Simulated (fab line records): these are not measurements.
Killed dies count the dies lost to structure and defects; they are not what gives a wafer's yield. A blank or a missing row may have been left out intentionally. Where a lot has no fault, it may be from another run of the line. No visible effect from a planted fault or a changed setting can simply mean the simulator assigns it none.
Comparing a struck lot with a sound one	flow sfq line	42 out of 325 route steps
Sound: wafers L666.3, L666.5, L666.6. Struck: wafer L675.3 (left out: L675.4, L675.5 of the same lot, which were not struck); the cause appears at the end.
Each step with rows lists, per side, the tool, then ch with its chambers, then its first start. Under that, the readings that differ: sound wafers	struck wafers	difference of the means	sigmas: that difference in standard deviations of wafers without a fault.
alike: readings with means less than 2 such deviations apart, plus words and numbers identical on both sides. not compared: withheld readings, readings lacking a value on some wafer, bounds such as >300 that could conceal the same value, and numbers that have no deviation in the record and whose values overlap.
Wherever a step has rows on one side only, a row that says differs or no value, or a row with sigmas, the two part there. Non-overlapping numbers with no deviation appear without sigmas and do not part them. A reading that every wafer of one side lacks parts them only if that side has two wafers or more.

first, 6 steps without rows for these wafers: SFQ_TRILAYER_M1_LITHO_COAT_044 (resist thk 62 nm); SFQ_TRILAYER_M1_LITHO_COAT_039 (resist thk 600 nm); SFQ_TRILAYER_M1_LITHO_SOFTBAKE_043; SFQ_TRILAYER_M1_LITHO_EXPOSE_040 (exposes mask M1, target cd 500 nm); SFQ_TRILAYER_M1_LITHO_PEB_042 (peb time 60 s); SFQ_TRILAYER_M1_LITHO_DEVELOP_041 (time 60 s).
SFQ_M1_OVL_MEAS_911:
  sound on overlay-02 at day 23 05:05; struck on overlay-02 at day 32 23:28
  alike: M1_OVL
SFQ_TRILAYER_M1_BARC_OPEN_METAL_ETCH_054: etches BARC in O2, target depth 125 nm, time 41.7 s.
  sound on rie metal-01 ch 0,1, day 23 05:07; struck on rie metal-01 ch 1, day 32 23:30
  alike: drypump motor current A, oes product au
  not compared: rf hours counter h
then, 4 steps without rows for these wafers: SFQ_TRILAYER_M1_ETCH_METAL_ETCH_042 (etches Nb in Cl2/Ar, stops on SiO2, target depth 240 nm, time 120 s); SFQ_TRILAYER_M1_STRIP_STRIP_043 (strips in O2); SFQ_TRILAYER_M1_STRIP_SOLV_CLEAN_044 (cleans in NMP, time 600 s); SFQ_TRILAYER_I1_DEP_PECVD_045 (deposits SiO2 from SiH4/N2O, time 111.11 s, target thk 500 nm).
SFQ_TRILAYER_I1_CMP_CMP_046: polishes SiO2.
  sound on cmp-02 ch 1,2, day 23 06:49; struck on cmp-01 ch 2, day 33 04:10
reading	sound	struck	difference	sigmas
time to endpoint s (s)	213 224 203	269	+56	+6
model.SiO2_of_TRILAYER_I1_DEP_PECVD_045.thk nm (nm)	200.9 201.6 199.4	302.1	+101.5	
  alike: motor current A
SFQ_I1_BOW_MEAS_912:
  sound on film metro-02 at day 23 09:52; struck on film metro-01 at day 33 08:31
  not compared: I1_BOW
SFQ_TRILAYER_I1_METRO_MEASURE_047:
  sound on film metro-02 at day 23 10:20; struck on film metro-01 at day 33 13:42
reading	sound	struck	difference	sigmas
thk nm (nm)	201.0 201.4 199.4	302.2	+101.6	+78
then, 6 steps without rows for these wafers: SFQ_TRILAYER_I1_VIA_LITHO_COAT_054 (resist thk 62 nm); SFQ_TRILAYER_I1_VIA_LITHO_COAT_049 (resist thk 650 nm); SFQ_TRILAYER_I1_VIA_LITHO_SOFTBAKE_053; SFQ_TRILAYER_I1_VIA_LITHO_EXPOSE_050 (exposes mask I1, target cd 500 nm); SFQ_TRILAYER_I1_VIA_LITHO_PEB_052 (peb time 60 s); SFQ_TRILAYER_I1_VIA_LITHO_DEVELOP_051 (time 60 s).
SFQ_I1_OVL_MEAS_913:
  sound on overlay-02 at day 30 01:52; struck on overlay-01 at day 33 21:50
  alike: I1_OVL
SFQ_TRILAYER_I1_VIA_BARC_OPEN_VIA_ETCH_071: etches BARC in O2, target depth 125 nm, time 41.7 s.
  sound on rie diel-04 ch 0,1, day 30 01:53; struck on rie diel-04 ch 3, day 33 21:51
reading	sound	struck	difference	sigmas
drypump motor current A (A)	5.0 5.6 5.0	6.3	+1.1	+3
  alike: oes product au
  not compared: rf hours counter h
SFQ_TRILAYER_I1_VIA_ETCH_VIA_ETCH_052: etches SiO2 in CHF3, stops on Nb, target depth 260 nm.
  sound on rie diel-04 ch 0,1, day 30 01:55; struck on rie diel-04 ch 3, day 33 21:53
reading	sound	struck	difference	sigmas
drypump motor current A (A)	4.9 5.6 5.0	6.2	+1.0	+2
oes product au (a.u.)	0.861 0.857 0.848	1.003	+0.148	+25
model.I1.feature depth nm (nm)	200.9 201.6 199.4	260.6	+60.0	
model.etch.depth nm (nm)	200.9 201.6 199.4	260.6	+60.0	
then, 2 steps without rows for these wafers: SFQ_TRILAYER_I1_VIA_STRIP_STRIP_053 (strips in O2); SFQ_TRILAYER_I1_VIA_STRIP_SOLV_CLEAN_054 (cleans in NMP, time 600 s).
SFQ_TRILAYER_M2_DEP_PRE_CLEAN_056: time 22.5 s.
  sound on pvd sputter-03 at day 30 02:49; struck on pvd sputter-06 at day 33 23:16
reading	sound	struck	difference	sigmas
model.SiO2_of_TRILAYER_I1_DEP_PECVD_045.thk nm (nm)	193.4 194.1 191.9	294.6	+101.5	
then, 1 step without rows for these wafers: SFQ_TRILAYER_M2_DEP_SPUTTER_055 (material Nb, target thk 200 nm, time 133.3 s).
SFQ_M2_RS_MEAS_914: measures by four-point-probe.
  sound on film metro-03 at day 30 02:58; struck on film metro-03 at day 33 23:25
  alike: M2_NB_RS
then, 6 steps without rows for these wafers: SFQ_TRILAYER_M2_LITHO_COAT_062 (resist thk 62 nm); SFQ_TRILAYER_M2_LITHO_COAT_057 (resist thk 600 nm); SFQ_TRILAYER_M2_LITHO_SOFTBAKE_061; SFQ_TRILAYER_M2_LITHO_EXPOSE_058 (exposes mask M2, target cd 500 nm); SFQ_TRILAYER_M2_LITHO_PEB_060 (peb time 60 s); SFQ_TRILAYER_M2_LITHO_DEVELOP_059 (time 60 s).
-- the record jumps here: 6 days lie between the struck wafers' starts before and after --
SFQ_M2_OVL_MEAS_916:
  sound on overlay-02 at day 36 16:18; struck on overlay-02 at day 39 17:34
  alike: M2_OVL
then, 1 step without rows for these wafers: SFQ_TRILAYER_M2_BARC_OPEN_METAL_ETCH_077 (etches BARC in O2, target depth 125 nm, time 41.7 s).
SFQ_TRILAYER_M2_ETCH_METAL_ETCH_060: etches Nb in Cl2/Ar, stops on SiO2, target depth 240 nm, time 120 s.
  sound on rie metal-04 ch 0,1, day 36 16:25; struck on rie metal-03 ch 1, day 39 17:41
  alike: drypump motor current A, oes product au
  not compared: rf hours counter h
SFQ_TRILAYER_M2_STRIP_STRIP_061: strips in O2.
  sound on rie metal-04 ch 0,1, day 36 16:42; struck on rie metal-03 ch 1, day 39 17:58
  alike: drypump motor current A, oes product au
  not compared: rf hours counter h
then, 1 step without rows for these wafers: SFQ_TRILAYER_M2_STRIP_SOLV_CLEAN_062 (cleans in NMP, time 600 s).
SFQ_TRILAYER_I2_DEP_PECVD_063: deposits SiO2 from SiH4/N2O, time 111.11 s, target thk 500 nm.
  sound on pecvd-01 ch 0,2, day 36 17:19; struck on pecvd-01 ch 1, day 39 18:32
  alike: chamber pressure Torr, heater power w, throttle valve pct
-- the record jumps here: 41 days lie between the struck wafers' starts before and after --
SFQ_M8_BOW_MEAS_951:
  sound on film metro-02 at day 78 08:02; struck on film metro-03 at day 80 16:17
reading	sound	struck	difference	sigmas
model.etest.i1.link ohm	1.965 1.932 1.944	1e+06	+1e+06	
  alike: M8_BOW

## WHERE THEY PART
Earliest at SFQ_TRILAYER_I1_CMP_CMP_046; latest, in this record, at SFQ_TRILAYER_I1_VIA_ETCH_VIA_ETCH_052. Later steps at which nothing parts them and some readings are alike: SFQ_M2_RS_MEAS_914, SFQ_M2_OVL_MEAS_916, SFQ_TRILAYER_M2_ETCH_METAL_ETCH_060, SFQ_TRILAYER_M2_STRIP_STRIP_061, SFQ_TRILAYER_I2_DEP_PECVD_063, SFQ_M8_BOW_MEAS_951.

WHY: what had been put in by the simulator
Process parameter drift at SFQ_TRILAYER_I1_CMP_CMP_046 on cmp-01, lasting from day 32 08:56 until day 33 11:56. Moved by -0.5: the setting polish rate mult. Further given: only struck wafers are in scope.
